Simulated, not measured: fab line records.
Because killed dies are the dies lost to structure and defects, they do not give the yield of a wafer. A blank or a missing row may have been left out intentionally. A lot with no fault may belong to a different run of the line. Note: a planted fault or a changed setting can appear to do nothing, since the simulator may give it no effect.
Which tool did it? ; flow sky130 ; 14 lots, 42 wafers sampled, at 6 steps of a route of 708

WHAT EACH GAUGE READ, for each wafer
SKY_NWELL_RS_MEAS_31: measurement is done with a four-point probe. Usual: PWDE_RS 5269 ohm/sq, standard deviation 23.
lot;measured;on;PWDE_RS (ohm/sq);flag
L622;day 5 07:35;filmMetro-04;5289 5296 5299;
L623;day 5 15:00;filmMetro-04;5282 5273 5284;
L624;day 5 19:44;filmMetro-03;5258 5265 5262;
L626;day 6 11:57;filmMetro-03;5274 5254 5258;
L627;day 6 16:43;filmMetro-02;5242 5235 5259;
L628;day 6 20:53;filmMetro-02;5227 5214 5223;
L629;day 6 22:57;filmMetro-03;5261 5272 5267;
L630;day 7 05:28;filmMetro-04;5302 5303 5326;
L637;day 9 00:15;filmMetro-02;5254 5273 5261;
L639;day 9 22:13;filmMetro-02;5256 5251 5254;
L641;day 10 10:45;filmMetro-02;5265 5284 5282;
L643;day 10 20:58;filmMetro-02;5290 5297 5282;
L642;day 10 21:38;filmMetro-03;5251 5275 5266;
L644;day 11 00:58;filmMetro-02;5244 5244 5257;

SKY_VT_ADJUST_HVTP_TW_MEAS_11. Usual: VT_ADJUST_HVTP_TW 1352, standard deviation 16.
lot;measured;on;VT_ADJUST_HVTP_TW;flag
L622;day 6 02:03;filmMetro-03;1329 1323 1331;
L623;day 6 10:07;filmMetro-04;1364 1367 1373;
L624;day 6 14:11;filmMetro-04;1373 1373 1364;
L626;day 7 05:19;filmMetro-03;1336 1329 1334;
L627;day 7 10:20;filmMetro-04;1358 1359 1365;
L628;day 7 13:28;filmMetro-03;1329 1333 1334;
L629;day 7 15:40;filmMetro-01;1351 1352 1355;
L630;day 7 22:35;filmMetro-04;1361 1366 1361;
L637;day 9 21:46;filmMetro-01;1358 1361 1352;
L639;day 10 20:46;filmMetro-04;1362 1363 1367;
L641;day 11 09:41;filmMetro-03;1330 1336 1334;
L643;day 11 21:20;filmMetro-01;1350 1353 1352;
L642;day 11 22:10;filmMetro-04;1353 1360 1361;
L644;day 12 01:09;filmMetro-04;1371 1362 1365;

SKY_VT_ADJUST_LVTN_OVL_MEAS_07. Usual: VT_ADJUST_LVTN_OVL -0.1 nm, standard deviation 1.4.
lot;measured;on;VT_ADJUST_LVTN_OVL (nm);flag
L622;day 6 18:36;overlay-01;-1.3 -0.5 -1.8;
L623;day 7 03:15;overlay-02;2.0 0.9 1.8;
L624;day 7 06:15;overlay-02;-0.7 -1.1 0.9;
L626;day 7 22:17;overlay-02;2.3 0.1 2.6;
L627;day 8 05:09;overlay-02;0.2 2.2 1.5;
L628;day 8 09:57;overlay-02;- - -;OFF
L629;day 8 12:34;overlay-02;-0.7 -0.7 -0.9;
L630;day 8 19:46;overlay-01;- - -;OFF
L637;day 10 20:02;overlay-02;-1.4 -0.7 -0.5;
L639;day 11 20:21;overlay-02;2.3 0.8 0.9;
L641;day 12 09:43;overlay-01;0.0 -0.1 -0.2;
L643;day 12 21:42;overlay-02;1.6 1.4 0.8;
L642;day 12 22:01;overlay-01;-2.1 1.7 -1.6;
L644;day 13 01:09;overlay-01;-0.2 -0.6 -0.5;

SKY_VT_ADJUST_LVTN_TW_MEAS_10. Usual: VT_ADJUST_LVTN_TW 241.5, standard deviation 1.5.
lot;measured;on;VT_ADJUST_LVTN_TW;flag
L622;day 6 18:53;filmMetro-02;242.3 242.7 242.0;
L623;day 7 03:32;filmMetro-01;242.2 242.8 239.7;
L624;day 7 06:33;filmMetro-02;242.6 240.1 241.2;
L626;day 7 22:35;filmMetro-02;242.1 241.3 243.1;
L627;day 8 05:26;filmMetro-01;240.2 239.9 239.9;
L628;day 8 10:14;filmMetro-01;29.8 30.0 29.7;OFF
L629;day 8 12:51;filmMetro-01;240.1 239.6 239.8;
L630;day 8 20:03;filmMetro-01;29.7 29.8 29.7;OFF
L637;day 10 20:20;filmMetro-02;241.9 241.2 241.2;
L639;day 11 20:38;filmMetro-02;243.5 243.0 242.7;
L641;day 12 10:01;filmMetro-04;241.9 243.3 243.1;
L643;day 12 21:59;filmMetro-02;241.5 241.4 241.2;
L642;day 12 22:18;filmMetro-01;239.9 240.0 241.8;
L644;day 13 01:34;filmMetro-04;243.6 244.0 243.5;

SKY_VT_ADJUST_HVTR_OVL_MEAS_08. Usual: VT_ADJUST_HVTR_OVL -0.6 nm, standard deviation 1.3.
lot;measured;on;VT_ADJUST_HVTR_OVL (nm);flag
L622;day 9 03:44;overlay-01;0.8 -0.2 -2.0;
L623;day 9 13:44;overlay-02;-2.8 -0.6 -0.4;
L624;day 9 15:57;overlay-02;0.9 0.5 1.5;
L626;day 10 14:08;overlay-01;-0.3 -1.4 0.8;
L627;day 10 20:37;overlay-01;-0.7 -1.4 -2.1;
L628;day 11 02:34;overlay-02;0.1 -0.9 -2.2;
L629;day 11 06:25;overlay-02;-1.3 -2.4 -3.2;
L630;day 11 12:47;overlay-02;-2.9 0.4 -0.5;
L637;day 13 21:26;overlay-01;1.1 -0.7 2.2;
L639;day 14 23:44;overlay-01;-1.6 0.6 0.2;
L641;day 15 16:56;overlay-02;1.8 -1.6 -3.0;
L643;day 16 05:49;overlay-01;-0.1 -2.3 -0.9;
L642;day 16 06:07;overlay-02;-0.2 1.3 0.5;
L644;day 16 09:44;overlay-01;-0.3 2.0 -0.1;

WHICH TOOL RAN EACH LOT (tool, then ch and the chambers of the sampled wafers, then the start)
lot;SKY_VT_ADJUST_LVTN_DEVELOP_06
L622;lithoTrack-04 ch 0, day 6 18:00
L623;lithoTrack-04 ch 0, day 7 03:00
L624;lithoTrack-03 ch 0, day 7 06:00
L626;lithoTrack-03 ch 0, day 7 22:00
L627;lithoTrack-04 ch 0, day 8 05:00
L628;lithoTrack-04 ch 0, day 8 09:00
L629;lithoTrack-02 ch 0, day 8 12:00
L630;lithoTrack-04 ch 0, day 8 19:00
L637;lithoTrack-03 ch 0, day 10 19:00
L639;lithoTrack-03 ch 0, day 11 20:00
L641;lithoTrack-04 ch 0, day 12 09:00
L643;lithoTrack-03 ch 0, day 12 21:00
L642;lithoTrack-02 ch 0, day 12 21:00
L644;lithoTrack-04 ch 0, day 13 00:00
- SKY_VT_ADJUST_LVTN_DEVELOP_06: develop time 60 s.

WHAT THE TOOLS THEMSELVES READ (means of the sampled wafers that have a number; where no wafer has one, the mark that the record gives instead)
The record holds no such reading with a usual standard deviation.

THE ANSWER, worked out from the rows above alone
Rule: lot off if the mean of its wafers having a number is beyond 3 standard deviations from the usual mean. A lot without any number at a reading at which 4 lots or more have one is off too. All remaining lots with rows at the step are treated as sound. The gauges are gone through in route order, then the tools' own readings, and for those a lot's mean is taken as printed above. The first step at which some lot is off is used, and at that step the reading that is off furthest; a lot without a number counts as furthest.
Off: L628, L630, at SKY_VT_ADJUST_LVTN_OVL_MEAS_07 (VT_ADJUST_LVTN_OVL). Without a number there: L628, L630.
If a tool, at a process step before that reading, ran all the lots that are off and no sound lot after the first of them, it fits. The gauges at SKY_VT_ADJUST_LVTN_OVL_MEAS_07 aren't tried: what is off there is off at SKY_VT_ADJUST_LVTN_TW_MEAS_10 too, on other tools, and a gauge's error can't cause that. None of those tried fits.

WHAT WAS PUT IN BY THE SIMULATOR
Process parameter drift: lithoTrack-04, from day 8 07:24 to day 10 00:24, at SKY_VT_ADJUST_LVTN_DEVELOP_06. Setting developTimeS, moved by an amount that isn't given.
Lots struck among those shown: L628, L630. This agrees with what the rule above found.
